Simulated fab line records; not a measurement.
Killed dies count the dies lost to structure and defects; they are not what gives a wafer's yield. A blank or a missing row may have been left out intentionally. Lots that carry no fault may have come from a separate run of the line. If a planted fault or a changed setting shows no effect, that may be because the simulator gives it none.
Comparing a struck lot with a sound one ; flow sky130 ; 36 out of 708 route steps
Sound: these wafers, L559.1, L559.2, L559.4. The struck wafers were L564.2, L564.4, L564.5. Last of all comes the cause.
Each step with rows lists, per side, the tool, then ch with its chambers, then its first start. Under that, the readings that differ: sound wafers ; struck wafers ; difference of the means ; sigmas: that difference in standard deviations of wafers without a fault.
alike: readings with means less than 2 such deviations apart, plus words and numbers identical on both sides. not compared: withheld readings, readings lacking a value on some wafer, bounds such as >300 that could conceal the same value, and numbers that have no deviation in the record and whose values overlap.
A row with sigmas, a row that says differs or no value, or rows on one side alone: a step with any of these is where the two part. Numbers that don't overlap but have no deviation are shown without sigmas and don't part them. A reading missing from all wafers of one side parts the sides only when that side holds two or more wafers.

first, 10 steps without rows for these wafers: SKY_GATE_OXIDE_COAT_05 (resist thk 1140 nm); SKY_GATE_OXIDE_SOFTBAKE_06 (time 60 s); SKY_GATE_OXIDE_EXPOSE_07 (exposes mask LVOM, target cd 600 nm); SKY_GATE_OXIDE_PEB_08; SKY_GATE_OXIDE_DEVELOP_09 (develop time 60 s); SKY_GATE_OXIDE_IMPLANT_11; SKY_GATE_OXIDE_WET_ETCH_12 (etches SiO2 in dHF, target depth 16.8 nm, time 336 s); SKY_GATE_OXIDE_STRIP_13 (strips in O2/N2); SKY_GATE_OXIDE_CLEAN_15 (cleans in SC1/SC2, time 150 s); SKY_GATE_OXIDE_OXIDATION_16 (stabilise 600 s, purge 300 s, target thk 3.57 nm).
SKY_POLY_GATE_CVD_00: deposits poly-Si, target thk 180 nm, time 720 s.
  sound on lpcvd-01 ch 0, day 16 19:31; struck on lpcvd-01 ch 1, day 18 20:11
reading;sound;struck;difference;sigmas
spikeTcBottomC (C);639.5 638.3 638.9;629.7 626.4 629.5;-10.4;-9
spikeTcCentreC (C);619.3 619.0 621.0;609.1 607.8 606.3;-12.0;-12
spikeTcLowerC (C);621.9 619.7 621.7;610.1 609.7 608.1;-11.8;-12
spikeTcTopC (C);634.7 635.4 634.4;625.4 624.1 627.1;-9.3;-5
spikeTcUpperC (C);620.7 619.7 618.0;608.9 606.5 606.9;-12.0;-12
zonePowerUpperPct (%);8.82 8.60 8.73;8.42 8.51 8.47;-0.25;-2
model.poly-Si_of_POLY_GATE_CVD_00.thkNm (nm);179.1 177.8 177.8;136.3 136.7 137.1;-41.5;
SKY_POLY_GATE_THK_MEAS_01:
  sound: filmMetro-02 at day 16 20:43; struck: filmMetro-01 at day 18 21:23
reading;sound;struck;difference;sigmas
POLY_GATE_CVD_00_THK (nm);178.9 177.8 177.9;136.3 136.8 137.2;-41.4;-23
then, 9 steps without rows for these wafers: SKY_RES_PROTECT_DEHYDRATE_00 (time 60 s); SKY_RES_PROTECT_HMDS_01 (prime time 60 s); SKY_RES_PROTECT_COAT_02 (resist thk 1140 nm); SKY_RES_PROTECT_SOFTBAKE_03 (time 60 s); SKY_RES_PROTECT_EXPOSE_04 (exposes mask RPM, target cd 1270 nm); SKY_RES_PROTECT_PEB_05; SKY_RES_PROTECT_DEVELOP_06 (develop time 60 s); SKY_POLY_GATE_IMPLANT_02; SKY_RES_PROTECT_STRIP_07 (strips in O2/N2).
SKY_RES_PROTECT_CLEAN_09: cleans in SC1/SC2, time 150 s.
  sound on wetBench-02 ch 2, day 18 02:57; struck on wetBench-03 ch 0, day 20 04:36
reading;sound;struck;difference;sigmas
model.poly-Si_of_POLY_GATE_CVD_00.thkNm (nm);178.5 177.2 177.2;135.7 136.1 136.5;-41.5;
then, 11 steps without rows for these wafers: SKY_POLY_GATE_CVD_03 (deposits Si3N4 from DCS/NH3, target thk 75 nm, time 1290 s); SKY_POLY_GATE_DEHYDRATE_05 (time 60 s); SKY_POLY_GATE_HMDS_06 (prime time 60 s); SKY_POLY_GATE_COAT_07 (resist thk 110 nm); SKY_POLY_GATE_COAT_08 (resist thk 450 nm); SKY_POLY_GATE_SOFTBAKE_09 (time 90 s); SKY_POLY_GATE_EXPOSE_10 (exposes mask P1M, target cd 150 nm); SKY_POLY_GATE_PEB_11; SKY_POLY_GATE_DEVELOP_12 (develop time 60 s); SKY_POLY_GATE_ETCH_15 (etches BARC in N2/H2, stops on SiO2, time 118.5 s, target depth 110 nm); SKY_POLY_GATE_ETCH_16 (etches Si3N4 in CH3F/O2, stops on poly-Si, time 147.5 s, target depth 75 nm).
SKY_POLY_GATE_ETCH_17: etches poly-Si in HBr/Cl2, stops on SiO2, target depth 180 nm, time 70.5 s.
  sound on rieSi-02 ch 1,2,3, day 19 11:36; struck on rieSi-02 ch 0,2,3, day 21 13:18
reading;sound;struck;difference;sigmas
oesProductAu (a.u.);0.987 0.985 0.984;0.821 0.816 0.823;-0.165;-18
model.etch.depthNm (nm);178.5 177.2 177.2;135.7 136.1 136.5;-41.5;
model.POLY_GATE.featureDepthNm (nm);178.5 177.2 177.2;135.7 136.1 136.5;-41.5;
  alike: drypumpMotorCurrentA, throttleValvePct
  not compared: rfHoursCounterH
then, 1 step without rows for these wafers: SKY_POLY_GATE_STRIP_18 (strips in O2/N2).
-- a jump in the record: the struck wafers' starts before and after are 29 days apart (it breaks off in module POLY_GATE and resumes in module PAD_OPEN, where the first step shown is number 708 of the route) --
SKY_PAD_OPEN_PROBE_99:
  sound: prober-01 at day 47 22:44; struck: prober-02 at day 50 01:43
reading;sound;struck;difference;sigmas
model.etest.resHighPo.lineOhmUm;765.3 771.4 753.7;952.4 945.1 905.9;+171.0;
model.etest.resPoly.lineOhmUm;535.5 545.7 528.3;680.6 657.3 605;+111.1;
model.etest.tipSonos.rsOhmSq;2705 2657 2661;2502 2533 2521;-156;
model.etest.resHighPo.rsOhmSq;265.1 266.4 265;334.8 330 325.2;+64.5;
model.etest.resPoly.rsOhmSq;48.94 49.09 48.74;62.93 61.86 61.39;+13.14;
model.etest.capLiToPoly.cAfUm2;100.3 95.59 99.11;92.28 89.82 87.59;-8.44;
model.etest.tipN.rsOhmSq;445.3 443.1 445.6;435.1 433.8 434.3;-10.3;
  alike: killed_at_M0_to_M3, killed_at_M4_up, killedAtContacts, killedAtFrontEnd, killedAtOther, killedDies, killedOpen, killedShort
  not compared: model.etest.resPoly.rsOhmSqRange

WHERE THEY PART
First at SKY_POLY_GATE_CVD_00; last, within this record, at SKY_POLY_GATE_ETCH_17. Later steps at which nothing parts them and some readings are alike: SKY_PAD_OPEN_PROBE_99.

WHY: whatever the simulator had introduced
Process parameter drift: lpcvd-01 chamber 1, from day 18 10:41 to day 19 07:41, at SKY_POLY_GATE_CVD_00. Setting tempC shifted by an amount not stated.
